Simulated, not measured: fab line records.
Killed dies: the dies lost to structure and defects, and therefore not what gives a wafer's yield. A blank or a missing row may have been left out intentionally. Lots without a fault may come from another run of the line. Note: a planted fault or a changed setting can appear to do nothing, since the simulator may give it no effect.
fab line records	flow sky130
record: lots: 6	wafers: 14	last-day: 49
route steps=708 shown VIA1@473 METAL2@483 PAD_OPEN@708
lots untouched by any fault: they come from a run of this same line in which no faults occurred
start-h: hours from the record's opening day to when the first of the lot's shown wafers began	wait-h: time in hours since the lot's previous step	" unchanged from the row above	L1.1+2: one row covering several wafers at once	- value missing, or start not given	* or withheld: withheld	< > ~ a bound
route shown NAME@n: names a module that has steps shown in the file, with the first one's number in the route	usual: the fault-free wafers' mean and standard deviation	same: alike in all rows	chamber/n: place in a boat	sites: per-site readings	_std_site: the standard deviation of these	_edge_site: inner sites' mean taken away from outer sites' mean	radius-mm: for every site, how far away it sits from the centre of the wafer	mask NAME#n: copy n	behind: the tool/chamber that last shaped the wafer	hold: cause of the lot's hold/its duration in hours/its outcome	device: which transistor (n, p or np) failed to switch	end of line: tests run on the same wafers once the route is complete	step lacking rows: just its recipe	killed: dies lost to structure and defects at the first sort, not the wafer's yield	map: dies across one wafer; x = killed, . = not, _ = none there
set.NAME: the run value of the setting; set.NAME@STEP: its run value at that earlier step	model.NAME: the simulator's own value behind a step, which no gauge read
certain route steps with their lots: each step a table, each wafer a row
services: when a tool's chamber went out of use (start-h, in hours from the record's first day, below 0 if earlier), for how many hours, and the reason
== steps ==
step: SKY_VIA1_ETCH_15
recipe: target: SiO2	chemistry: C4F8/O2/Ar	target-depth-nm: 351	stop-on: TiN	mask-material: KrF-thick	source-w: 1500	bias-w: 1200	pressure-mtorr: 40	c4f8-flow-sccm: withheld	O2_flow_sccm: 6	Ar_flow_sccm: 300	time-s: 54
usual: bias-w: 1200/3.2	chamber-pressure-mTorr: 40.00/0.033	oes-product-au: 0.981/0.0061
lot.wafer	tool	chamber	start-h	wait-h	bias-w	chamber-pressure-mTorr	oes-product-au	rf-hours-counter-h
L170.4	rie-diel-04	3	788.99	0.0	1209	40.03	0.983	-
L170.5	"	2	"	"	1200	40.03	0.988	-
L170.6	"	1	"	"	1204	40.04	0.980	-
L181.2	rie-diel-04	0	882.42	0.0	1199	40.01	0.977	2
L181.3	"	1	"	"	1197	40.03	0.978	17
L181.6	"	1	"	"	1202	40.02	0.985	-
L184.1	rie-diel-01	3	901.32	0.0	1200	40.01	0.981	2
L184.2	"	0	"	"	1202	39.98	0.988	5
L184.5	"	1	"	"	1202	40.02	0.984	-
L185.1	rie-diel-03	2	904.92	0.0	1205	40.00	0.979	21
L185.2	"	0	"	"	1196	40.01	0.978	10
L185.5	"	3	"	"	1200	40.03	0.989	-
L186.3	rie-diel-03	3	910.11	0.0	1199	39.95	0.988	12
L187.4	rie-diel-01	0	921.42	0.0	1199	40.04	0.990	5
step: SKY_VIA1_STRIP_16
recipe: chemistry: O2/N2	power-w: 1400	pressure-mtorr: 1500	platen-temp-c: withheld	o2-flow-sccm: 3000	n2-flow-sccm: 300	overash-fraction: 0.5
usual: chamber-pressure-mTorr: 1500.3/1.3	drypump-motor-current-A: 5.8/0.45	oes-product-au: 0.415/0.0043	strip-time-to-endpoint-s: 4.458/0.025
lot.wafer	tool	chamber	start-h	wait-h	chamber-pressure-mTorr	drypump-motor-current-A	oes-product-au	rf-hours-counter-h	strip-time-to-endpoint-s
L170.4	plasma-asher-03	0	789.04	0.0	1502.4	5.7	0.418	-	4.493
L170.5	"	1	"	"	1503.4	6.1	0.411	-	4.477
L170.6	"	0	"	"	1502.4	5.7	0.415	-	4.444
L181.2	plasma-asher-02	0	882.46	0.0	1499.1	4.8	0.422	74	4.463
L181.3	"	1	"	"	1500.2	5.9	0.415	-	4.441
L181.6	"	0	"	"	1499.1	4.8	0.414	-	4.397
L184.1	plasma-asher-01	0	901.36	0.0	1501.0	6.3	0.412	109	4.456
L184.2	"	1	"	"	1501.4	5.6	0.409	109	4.451
L184.5	"	1	"	"	1500.8	5.6	0.415	-	4.456
L185.1	plasma-asher-03	1	904.96	0.0	1500.8	6.2	0.412	15	4.485
L185.2	"	0	"	"	1502.8	5.7	0.418	15	4.481
L185.5	"	0	"	"	1501.0	5.7	0.416	-	4.465
L186.3	plasma-asher-02	0	910.19	0.1	1499.5	4.8	0.410	-	4.437
L187.4	plasma-asher-02	0	921.50	0.1	1498.8	4.8	0.417	-	4.435
step: SKY_VIA1_STRIP_17
recipe: chemistry: post-etch-residue-remover	time-s: 1200	temp-c: 72.5
step: SKY_VIA1_CLEAN_18
recipe: chemistry: IPA	time-s: 180	temp-c: 25
step: SKY_VIA1_CLEAN_19
recipe: chemistry: O3/DIW	dry: n2-spin
step: SKY_VIA1_SPUTTER_20
recipe: material: TiN	target-thk-nm: 20	chamber-pressure-pa: 5	power-w: 4000	time-s: 80
step: SKY_VIA1_CVD_21
recipe: material: W	target-thk-nm: 270	time-s: 80.902	temp-c: 400	pressure-torr: 40
step: SKY_VIA1_RS_MEAS_22
recipe: thk-meas-gauge: four-point-probe	reads: W_of_VIA1_CVD_21+TiN_of_VIA1_SPUTTER_20
usual: VIA1_W_RS: 0.431/0.0046
lot.wafer	tool	chamber	start-h	wait-h	VIA1_W_RS[ohm/sq]
L170.4	film-metro-04	-	789.90	0.1	0.431
L170.5	"	-	"	"	0.427
L170.6	"	-	"	"	0.430
L181.2	film-metro-04	-	883.23	0.1	0.432
L181.3	"	-	"	"	0.433
L181.6	"	-	"	"	0.438
L184.1	film-metro-03	-	902.11	0.1	0.433
L184.2	"	-	"	"	0.434
L184.5	"	-	"	"	0.434
L185.1	film-metro-03	-	905.74	0.1	0.431
L185.2	"	-	"	"	0.434
L185.5	"	-	"	"	0.436
L186.3	film-metro-01	-	910.95	0.1	0.434
L187.4	film-metro-03	-	922.31	0.1	0.426
step: SKY_VIA1_THK_MEAS_23
recipe: thk-meas-gauge: xrf	reads: W_of_VIA1_CVD_21
usual: VIA1_W_THK: 269.4/2.9
lot.wafer	tool	chamber	start-h	wait-h	VIA1_W_THK[nm]
L170.4	film-metro-04	-	789.99	0.1	270.5
L170.5	"	-	"	"	270.5
L170.6	"	-	"	"	269.9
L181.2	film-metro-04	-	883.34	0.1	269.5
L181.3	"	-	"	"	267.5
L181.6	"	-	"	"	265.6
L184.1	film-metro-03	-	902.23	0.1	269.7
L184.2	"	-	"	"	266.7
L184.5	"	-	"	"	266.5
L185.1	film-metro-03	-	905.86	0.1	268.9
L185.2	"	-	"	"	266.4
L185.5	"	-	"	"	266.7
L186.3	film-metro-01	-	911.05	0.1	268.3
L187.4	film-metro-03	-	922.40	0.1	272.8
step: SKY_VIA1_CMP_24
recipe: stop-on: SiO2	t-overpolish-s: 15	down-force-psi: 3.5	platen-rpm: 60	target-thk-nm: 0	pad-velocity-m-s: 0.94248
usual: motor-current-A: 11.5/1.6	overpolish-run-s: 15.000/0.0085	time-to-endpoint-s: 64/3.5
lot.wafer	tool	chamber	start-h	wait-h	motor-current-A	overpolish-run-s	time-to-endpoint-s
L170.4	cmp-01	3	790.12	0.1	12.3	15.011	62
L170.5	"	1	"	"	13.8	14.986	61
L170.6	"	2	"	"	8.4	14.997	56
L181.3	cmp-01	0	883.69	0.3	12.5	15.001	65
L181.2	"	2	"	"	8.6	14.997	60
L181.6	"	0	"	"	11.3	14.995	64
L184.2	cmp-02	1	902.29	0.0	12.1	14.990	64
L184.1	"	2	"	"	12.7	14.998	65
L184.5	"	1	"	"	11.5	15.000	61
L185.2	cmp-02	2	905.97	0.1	12.3	15.009	67
L185.1	"	3	"	"	11.3	14.980	62
L185.5	"	2	"	"	12.1	15.005	65
L186.3	cmp-01	0	911.19	0.1	12.0	15.003	63
L187.4	cmp-01	2	922.43	0.0	8.6	15.008	59
step: SKY_METAL2_SPUTTER_00
recipe: material: Ti	target-thk-nm: 15	power-w: 3000	time-s: 10	chamber-pressure-pa: 0.4
usual: throttle-valve-pct: 30.1/1
lot.wafer	tool	chamber	start-h	wait-h	throttle-valve-pct
L170.4	pvd-sputter-02	-	790.32	0.1	30.8
L170.5	"	-	"	"	30.0
L170.6	"	-	"	"	30.8
L181.2	pvd-sputter-01	-	883.99	0.1	30.9
L181.3	"	-	"	"	31.5
L181.6	"	-	"	"	29.4
L184.1	pvd-sputter-02	-	902.59	0.2	27.9
L184.2	"	-	"	"	30.1
L184.5	"	-	"	"	28.1
L185.1	pvd-sputter-03	-	906.22	0.1	31.5
L185.2	"	-	"	"	29.6
L185.5	"	-	"	"	29.6
L186.3	pvd-sputter-01	-	911.39	0.1	31.1
L187.4	pvd-sputter-01	-	922.73	0.2	31.4
step: SKY_METAL2_SPUTTER_01
recipe: material: TiN	target-thk-nm: 20	power-w: 6500	time-s: 16.7	chamber-pressure-pa: 0.4
step: SKY_METAL2_SPUTTER_02
recipe: material: AlCu	target-thk-nm: 250	power-w: 10600	time-s: 13.3	chamber-pressure-pa: 0.4
usual: throttle-valve-pct: 30.1/1
lot.wafer	tool	chamber	start-h	wait-h	throttle-valve-pct	model.AlCu_of_METAL2_SPUTTER_02.thk-nm
L170.4	pvd-sputter-02	-	790.37	0.0	30.8	250
L170.5	"	-	"	"	30.0	250.2
L170.6	"	-	"	"	30.8	251.2
L181.2	pvd-sputter-01	-	884.04	0.0	31.1	250
L181.3	"	-	"	"	31.7	254
L181.6	"	-	"	"	29.4	253.8
L184.1	pvd-sputter-02	-	902.64	0.0	27.8	255.4
L184.2	"	-	"	"	30.1	251.8
L184.5	"	-	"	"	27.8	253.8
L185.1	pvd-sputter-03	-	906.27	0.0	31.7	251.3
L185.2	"	-	"	"	29.7	253.5
L185.5	"	-	"	"	29.7	253.5
L186.3	pvd-sputter-01	-	911.44	0.0	31.4	290.9
L187.4	pvd-sputter-01	-	922.77	0.0	31.5	290.7
step: SKY_METAL2_SPUTTER_03
recipe: material: Ti	target-thk-nm: 5	power-w: 3000	time-s: 3.3	chamber-pressure-pa: 0.4
step: SKY_METAL2_SPUTTER_04
recipe: material: TiN	target-thk-nm: 70	power-w: 6500	time-s: 58.3	chamber-pressure-pa: 0.4
usual: throttle-valve-pct: 30.1/1
lot.wafer	tool	chamber	start-h	wait-h	throttle-valve-pct
L170.4	pvd-sputter-02	-	790.41	0.0	30.6
L170.5	"	-	"	"	30.3
L170.6	"	-	"	"	30.6
L181.2	pvd-sputter-01	-	884.08	0.0	30.8
L181.3	"	-	"	"	31.4
L181.6	"	-	"	"	29.5
L184.1	pvd-sputter-02	-	902.68	0.0	27.8
L184.2	"	-	"	"	30.3
L184.5	"	-	"	"	27.8
L185.1	pvd-sputter-03	-	906.31	0.0	31.4
L185.2	"	-	"	"	29.7
L185.5	"	-	"	"	29.4
L186.3	pvd-sputter-01	-	911.48	0.0	31.7
L187.4	pvd-sputter-01	-	922.82	0.0	31.4
step: SKY_METAL2_RS_MEAS_05
recipe: thk-meas-gauge: four-point-probe	reads: TiN_of_METAL2_SPUTTER_04+Ti_of_METAL2_SPUTTER_03+AlCu_of_METAL2_SPUTTER_02+TiN_of_METAL2_SPUTTER_01+Ti_of_METAL2_SPUTTER_00
usual: METAL2_ALCU_RS: 0.1266/0.0015
lot.wafer	tool	chamber	start-h	wait-h	METAL2_ALCU_RS[ohm/sq]
L170.4	film-metro-02	-	790.52	0.1	0.1267
L170.5	"	-	"	"	0.1269
L170.6	"	-	"	"	0.1262
L181.2	film-metro-03	-	884.15	0.0	0.1269
L181.3	"	-	"	"	0.1248
L181.6	"	-	"	"	0.1247
L184.1	film-metro-02	-	902.73	0.0	0.1238
L184.2	"	-	"	"	0.1261
L184.5	"	-	"	"	0.1246
L185.1	film-metro-03	-	906.36	0.0	0.1264
L185.2	"	-	"	"	0.1253
L185.5	"	-	"	"	0.1252
L186.3	film-metro-02	-	911.57	0.1	0.1083
L187.4	film-metro-03	-	922.93	0.1	0.1085
step: SKY_METAL2_THK_MEAS_06
recipe: thk-meas-gauge: xrf	reads: AlCu_of_METAL2_SPUTTER_02
usual: METAL2_ALCU_THK: 248/3
lot.wafer	tool	chamber	start-h	wait-h	METAL2_ALCU_THK[nm]
L170.4	film-metro-02	-	790.61	0.1	249
L170.5	"	-	"	"	249
L170.6	"	-	"	"	248
L181.2	film-metro-03	-	884.26	0.1	249
L181.3	"	-	"	"	251
L181.6	"	-	"	"	251
L184.1	film-metro-02	-	902.85	0.1	254
L184.2	"	-	"	"	250
L184.5	"	-	"	"	251
L185.1	film-metro-03	-	906.48	0.1	250
L185.2	"	-	"	"	254
L185.5	"	-	"	"	252
L186.3	film-metro-02	-	911.67	0.1	287
L187.4	film-metro-03	-	923.02	0.1	289
step: SKY_METAL2_DEHYDRATE_07
recipe: temp-c: 200	time-s: 60
step: SKY_PAD_OPEN_PROBE_99
usual: killed_at_M0_to_M3: 43/7.2	killed_at_M4_up: 3.2/1.8	killed-at-contacts: 23/5.6	killed-at-front-end: 15/4.6	killed-at-other: 0.3/0.71	killed-dies: 85/10	killed-on-rim: 16/4.1	killed-open: 46/7.8	killed-short: 38/6.5
same: gross-dies: 492	killed-at-back-side: 0
lot.wafer	tool	chamber	start-h	wait-h	killed_at_M0_to_M3	killed_at_M4_up	killed-at-contacts	killed-at-front-end	killed-at-other	killed-dies	killed-on-rim	killed-open	killed-short	model.etest.tip_n_5v.rs-ohm-sq	model.etest.met2.line-ohm-um	model.etest.met2.rs-ohm-sq
L170.4	prober-01	-	1074.13	0.2	54	4	20	25	1	104	12	54	46	1438	0.9671	0.1292
L170.5	prober-01	-	1074.18	0.2	39	1	31	19	2	92	13	60	30	1429	0.9224	0.1282
L170.6	prober-01	-	1074.23	0.2	39	6	25	22	0	92	17	37	54	1429	0.9276	0.1275
L181.2	prober-02	-	1145.58	0.1	40	2	22	17	0	81	16	40	40	1419	0.9336	0.1292
L181.3	prober-02	-	1145.63	0.2	41	5	19	18	1	84	17	36	48	1405	0.9128	0.1257
L181.6	prober-02	-	1145.78	0.2	43	5	24	15	0	87	19	49	36	1413	0.8906	0.1254
L184.1	prober-01	-	1156.94	0.1	51	0	29	12	0	92	28	55	36	1374	0.8582	0.1248
L184.2	prober-01	-	1156.99	0.1	53	3	15	16	0	87	19	34	53	1376	0.8874	0.1276
L184.5	prober-01	-	1157.14	0.2	44	4	32	8	1	89	16	51	38	1376	0.8476	0.1241
L185.1	prober-02	-	1160.15	0.1	36	2	34	25	0	97	18	53	43	1383	0.9456	0.1273
L185.2	prober-02	-	1160.20	0.1	41	2	19	24	0	86	15	47	38	1379	0.9028	0.1253
L185.5	prober-02	-	1160.35	0.2	36	0	23	13	0	72	14	41	29	1388	0.8951	0.1261
L186.3	prober-01	-	1165.54	0.2	46	3	29	14	1	93	25	49	43	1340	0.7686	0.1105
L187.4	prober-02	-	1172.48	0.2	45	5	24	15	0	89	16	47	42	1328	0.7761	0.1106
killed by level:class
L170.4 VIA1:geometric-particle:open=12 METAL2:geometric-particle:short=9 VIA2:geometric-particle:open=9 FIELD_ISO:geometric-particle:short=8 VIA3:geometric-particle:open=6 FIELD_ISO:geometric-particle:open=5 LI_CONTACT:geometric-particle:open=5 VIA1:geometric-particle:short=4
L170.5 VIA1:geometric-particle:open=16 CONTACT:geometric-particle:open=11 LI_CONTACT:geometric-particle:open=10 VIA2:geometric-particle:open=6 CONTACT:geometric-particle:short=6 VIA3:geometric-particle:open=6 POLY_CUT:geometric-particle:open=4 LOCAL_INTERCONNECT:geometric-particle:short=4
L170.6 VIA2:geometric-particle:open=10 METAL1:geometric-particle:short=8 LI_CONTACT:geometric-particle:open=8 POLY_GATE:geometric-particle:short=7 FIELD_ISO:geometric-particle:short=6 LOCAL_INTERCONNECT:geometric-particle:short=6 CONTACT:geometric-particle:open=6 METAL2:geometric-particle:short=6
L181.2 LI_CONTACT:geometric-particle:open=10 POLY_GATE:geometric-particle:short=7 POLY_GATE:geometric-particle:open=7 VIA1:geometric-particle:short=7 VIA1:geometric-particle:open=7 METAL2:geometric-particle:short=7 LOCAL_INTERCONNECT:geometric-particle:short=5 CONTACT:geometric-particle:open=4
L181.3 CONTACT:geometric-particle:open=9 METAL1:geometric-particle:short=8 METAL3:geometric-particle:short=6 FIELD_ISO:geometric-particle:short=5 POLY_GATE:geometric-particle:short=5 LI_CONTACT:geometric-particle:open=5 VIA1:geometric-particle:open=5 METAL2:geometric-particle:short=5
L181.6 VIA1:geometric-particle:open=10 CONTACT:geometric-particle:open=8 LI_CONTACT:geometric-particle:open=7 VIA2:geometric-particle:open=7 VIA1:geometric-particle:short=6 VIA3:geometric-particle:open=5 LI_CONTACT:geometric-particle:short=4 POLY_GATE:geometric-particle:open=3
L184.1 CONTACT:geometric-particle:open=13 VIA2:geometric-particle:open=9 VIA1:geometric-particle:open=8 CONTACT:geometric-particle:short=7 VIA3:geometric-particle:open=7 VIA1:geometric-particle:short=6 LI_CONTACT:geometric-particle:open=6 METAL1:geometric-particle:short=5
L184.2 VIA3:geometric-particle:open=10 VIA1:geometric-particle:short=9 VIA1:geometric-particle:open=8 FIELD_ISO:geometric-particle:short=6 METAL1:geometric-particle:short=6 LOCAL_INTERCONNECT:geometric-particle:short=5 METAL2:geometric-particle:short=5 VIA3:geometric-particle:short=5
L184.5 CONTACT:geometric-particle:open=15 VIA1:geometric-particle:open=13 VIA2:geometric-particle:open=8 LOCAL_INTERCONNECT:geometric-particle:short=7 LI_CONTACT:geometric-particle:open=5 VIA1:geometric-particle:short=5 METAL2:geometric-particle:short=5 METAL1:geometric-particle:short=4
L185.1 CONTACT:geometric-particle:open=13 VIA1:geometric-particle:open=11 FIELD_ISO:geometric-particle:open=8 CONTACT:geometric-particle:short=8 LOCAL_INTERCONNECT:geometric-particle:short=7 METAL1:geometric-particle:short=6 POLY_GATE:geometric-particle:short=5 VIA2:geometric-particle:open=5
L185.2 CONTACT:geometric-particle:open=10 METAL3:geometric-particle:short=6 VIA3:geometric-particle:open=6 FIELD_ISO:geometric-particle:open=5 POLY_GATE:geometric-particle:open=5 METAL1:geometric-particle:short=5 POLY_GATE:geometric-particle:short=4 VIA1:geometric-particle:open=4
L185.5 VIA1:geometric-particle:open=9 LI_CONTACT:geometric-particle:open=7 CONTACT:geometric-particle:open=7 VIA2:geometric-particle:open=6 VIA1:geometric-particle:short=5 FIELD_ISO:geometric-particle:short=4 LI_CONTACT:geometric-particle:short=4 METAL2:geometric-particle:short=4
L186.3 VIA1:geometric-particle:open=11 LI_CONTACT:geometric-particle:open=9 METAL1:geometric-particle:short=7 LOCAL_INTERCONNECT:geometric-particle:short=6 CONTACT:geometric-particle:open=6 VIA2:geometric-particle:open=6 VIA1:geometric-particle:short=5 LI_CONTACT:geometric-particle:short=5
L187.4 VIA1:geometric-particle:open=9 CONTACT:geometric-particle:open=8 METAL1:geometric-particle:short=7 VIA2:geometric-particle:open=7 LI_CONTACT:geometric-particle:open=6 VIA3:geometric-particle:short=6 FIELD_ISO:geometric-particle:open=5 METAL2:geometric-particle:short=5
== services ==
tool	chamber	start-h	hours	kind
rie-diel-01	-	774.10	0.3	repair
cmp-01	-	782.30	0.8	repair
rie-diel-04	0	786.20	11.6	repair
rie-diel-01	-	787.82	15.6	pm
cmp-01	-	797.15	2.5	repair
cmp-01	-	805.97	0.5	repair
pvd-sputter-03	-	806.46	5.6	repair
rie-diel-03	0	806.83	4.2	repair
rie-diel-03	-	809.67	0.3	repair
rie-diel-03	0	812.43	3.7	repair
pvd-sputter-02	-	819.61	9.3	repair
pvd-sputter-02	-	821.36	15.1	repair
pvd-sputter-01	-	834.76	4.5	repair
rie-diel-04	0	834.93	7.8	repair
plasma-asher-03	-	847.74	0.4	repair
plasma-asher-03	-	859.23	1.7	repair
cmp-01	-	866.27	0.6	repair
pvd-sputter-02	-	867.83	2.4	repair
cmp-02	-	870.84	2.4	repair
plasma-asher-03	-	871.46	2.8	repair
cmp-02	-	881.19	3.1	repair
plasma-asher-02	-	886.01	0.6	repair
cmp-01	-	912.25	4.0	pm
plasma-asher-03	-	916.25	6.7	repair
== key ==
first-sign: step: SKY_METAL2_RS_MEAS_05	reading: METAL2_ALCU_RS	direction: down	sigmas: 13	usual: 0.1266	struck: 0.1084
effect: step: SKY_METAL2_THK_MEAS_06	reading: METAL2_ALCU_THK	direction: up	sigmas: 13	usual: 248	struck: 288
model-effect: step: SKY_METAL2_SPUTTER_02	value: AlCu_of_METAL2_SPUTTER_02.thk-nm	without: 254.4	struck: 290.8
model-effect: step: SKY_PAD_OPEN_PROBE_99	value: etest.tip_n_5v.rs-ohm-sq	without: 1370	struck: 1334
met-at SKY_METAL2_SPUTTER_02
struck-wafers L186.3,L187.4
tester-left-out L186,L187
onset-between 884.04 911.44
also-fits time
earlier-fault: kind: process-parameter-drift	tool: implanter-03	chamber: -	onset-h: 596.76	steps: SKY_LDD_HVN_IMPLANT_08	channel: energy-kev	offset: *	shape: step	end-h: 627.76	acts-in: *	stated: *
fault: kind: process-parameter-drift	tool: pvd-sputter-01	chamber: -	onset-h: 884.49	steps: SKY_METAL2_SPUTTER_02	channel: time-s	offset: *	shape: step	acts-in: *	stated: *	scope: struck-wafers-only
tester-left-out: of these lots the tester's yield and bins aren't shown, on N5 and GAA mostly nor the transistor test; their killed dies are dies lost to structure and defects alone, not to doping, threshold or leakage, so they don't give the yield
